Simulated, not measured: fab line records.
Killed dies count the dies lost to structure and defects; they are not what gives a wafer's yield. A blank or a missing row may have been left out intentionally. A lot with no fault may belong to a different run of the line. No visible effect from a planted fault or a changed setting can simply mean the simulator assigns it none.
Matching of chambers -- flow sky130 -- 4 sister chambers for SKY_VIA3_CMP_02 on cmp-02
The step polishes SiO2. 39 wafers are shown with their chamber, then 12 later ones without.

## WAFERS PAIRED WITH THEIR CHAMBERS
wafer,chamber,motor_current_A (A),slurry_flow_ml_min
L076.1,3,13.2,150.3
L076.4,1,11.4,149.9
L076.5,3,13.6,150.2
L077.2,0,11.9,149.9
L077.4,2,12.1,150.2
L077.5,2,11.8,150.3
L078.1,2,12.0,149.4
L078.5,2,11.6,150.2
L078.6,3,14.0,149.6
L079.1,3,13.0,150.0
L079.3,0,12.5,149.2
L079.4,1,10.6,149.6
L081.1,1,10.8,149.9
L081.2,2,11.8,150.8
L081.5,3,13.6,149.7
L082.1,2,11.6,149.0
L082.2,0,12.0,150.0
L082.4,3,13.6,150.0
L083.3,0,12.3,150.5
L083.5,3,13.4,150.1
L083.6,2,11.5,149.9
L084.1,1,10.4,149.7
L084.2,0,12.6,149.8
L084.3,3,13.6,149.7
L086.1,0,12.8,149.7
L086.3,3,13.9,150.7
L086.5,3,13.6,150.2
L087.1,2,11.5,149.5
L087.3,1,10.1,150.2
L087.6,3,13.9,149.8
L088.2,1,11.0,150.1
L088.3,2,11.6,149.9
L088.4,3,12.8,149.7
L089.2,0,12.2,150.2
L089.5,1,10.3,150.0
L089.6,0,13.1,149.5
L090.3,3,13.7,149.8
L090.5,3,13.3,149.1
L090.6,2,11.1,150.1

SIGNATURES (averages over the wafers above)
reading,chamber 0,chamber 1,chamber 2,chamber 3,scatter within a chamber
motor_current_A,12.425,10.657,11.660,13.514,0.363
slurry_flow_ml_min,149.850,149.914,149.930,149.921,0.404
Rule: for each reading, subtract the chamber's mean from the wafer's reading, divide by that reading's scatter and square the result; add these up over the readings and take the root, which gives the wafer's distance from the chamber. The wafer belongs to the nearest chamber; if the next one is less than 2 further off, it can't be placed. The scatter: take each reading less its chamber's mean, square it, sum over the shown wafers, divide by the number of wafers less the number of chambers, and take the root.

## WAFERS WITHOUT THEIR CHAMBER
wafer,motor_current_A (A),slurry_flow_ml_min
L091.3,11.7,150.5
L091.4,12.5,150.4
L091.6,10.4,149.6
L094.1,13.7,149.8
L094.3,11.4,148.7
L094.4,12.6,150.3
L095.1,13.1,150.3
L095.3,14.0,149.5
L095.5,11.9,149.4
L096.2,12.1,149.5
L096.3,11.2,150.0
L096.6,12.0,150.8

## WHICH CHAMBER EACH WENT THROUGH
wafer,from the rows above,in truth
L091.3,can't be placed: 2 or 0 or 1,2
L091.4,can't be placed: 0 or 2 or 3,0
L091.6,1,1
L094.1,3,3
L094.3,can't be placed: 2 or 1 or 0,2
L094.4,can't be placed: 0 or 3 or 2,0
L095.1,can't be placed: 3 or 0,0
L095.3,3,3
L095.5,can't be placed: 2 or 0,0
L096.2,can't be placed: 0 or 2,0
L096.3,can't be placed: 2 or 1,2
L096.6,can't be placed: 2 or 0 or 1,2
Placed correctly: 3 of 12. Not placeable from these rows: 9 (in 9, the candidates include the true chamber). Wrongly placed: 0.
